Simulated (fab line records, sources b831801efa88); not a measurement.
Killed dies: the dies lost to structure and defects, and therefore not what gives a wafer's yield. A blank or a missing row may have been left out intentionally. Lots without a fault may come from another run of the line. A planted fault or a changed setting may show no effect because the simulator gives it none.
Problem report in the 8D (eight disciplines) form, filled by code -- flow sky130 -- the parts of the form that need people (team, actions taken, sign-off) are left out

## 1. THE ISSUE
At SKY_METAL1_ETCH_18, rf_fwd_power_W averages 413.6 W over 6 wafers from 2 lots, while fault-free wafers read 494.1 W, standard deviation 2.4. Measured from the usual mean, that is -34 standard deviations.
The step: etches BARC in N2/H2, stops on SiO2, time 45.9 s, target depth 60 nm.
Earliest sighting: wafer L352.1 on rie_metal-01 at day 37 18:46. The record has a number at this step for 18 wafers belonging to 6 lots. Rule for "out" (also "out of limits"): further than 4 standard deviations from the usual mean. The rest of the wafers with a number are treated as sound.

## 2. WHAT IT IS; WHAT IT IS NOT
question,is,is not
which readings at this step,rf_fwd_power_W,"drypump_motor_current_A, oes_product_au"
which lots,"L352, L356","L340, L348, L353, L359"
which wafers of those lots,all that have a number,-
read on which tools,rie_metal-01,rie_metal-02
when,from day 37 18:46,"up to then (6 sound wafers); but 6 sound wafers of L353, L359 came after"

## 3. THE SUSPECTS, EACH WITH WHAT RULES IT OUT
Counting: a tool at any process step up to the reading remains a suspect when it ran all the lots that are out and ran no sound lot after the first of those.
- rie_metal-01 at SKY_METAL1_DESCUM_17 (chemistry O2, time 8 s): kept. It ran every lot that is out, first L352 (day 37 18:44), and no sound lot after that; its last sound lot up to then is L348 (day 36 22:58).
- rie_metal-01 at SKY_METAL1_ETCH_18 (etches BARC in N2/H2, stops on SiO2, time 45.9 s, target depth 60 nm): kept. It ran every lot that is out, first L352 (day 37 18:46), and no sound lot after that; its last sound lot up to then is L348 (day 36 23:00). On those wafers its own readings are out: rf_fwd_power_W.
Remaining after the count are rie_metal-01 at SKY_METAL1_DESCUM_17 and rie_metal-01 at SKY_METAL1_ETCH_18.

## 4. THE CAUSE (what the simulator had put in)
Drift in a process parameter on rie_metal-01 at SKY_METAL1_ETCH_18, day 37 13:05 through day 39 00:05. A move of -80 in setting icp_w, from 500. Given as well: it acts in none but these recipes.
Counting leaves 2 suspects; this tool is one of them.

## 5. SEQUENCE OF EFFECTS, ordered by route
Each row: a reading where the mean over the struck wafers with a number is more than 3 standard deviations away from the usual. Readings are gone through only where the record gives a usual standard deviation; hours: the median, over the lots, of the time from a lot's start at the first step in this table giving one to that lot's start at this step; sigmas: the change measured in usual standard deviations.
hours,step,reading,usual,on struck wafers,change,sigmas
0,SKY_METAL1_ETCH_18,rf_fwd_power_W,494.1 W,413.6,-80.6,-34
It contains these process steps:
- SKY_METAL1_ETCH_18: etches BARC in N2/H2, stops on SiO2, time 45.9 s, target depth 60 nm.

## 6. HOW IT WOULD HAVE BEEN CAUGHT EARLIER
In this record no reading fell out of limits until day 37 18:46, 6 hours after the fault had begun at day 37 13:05.
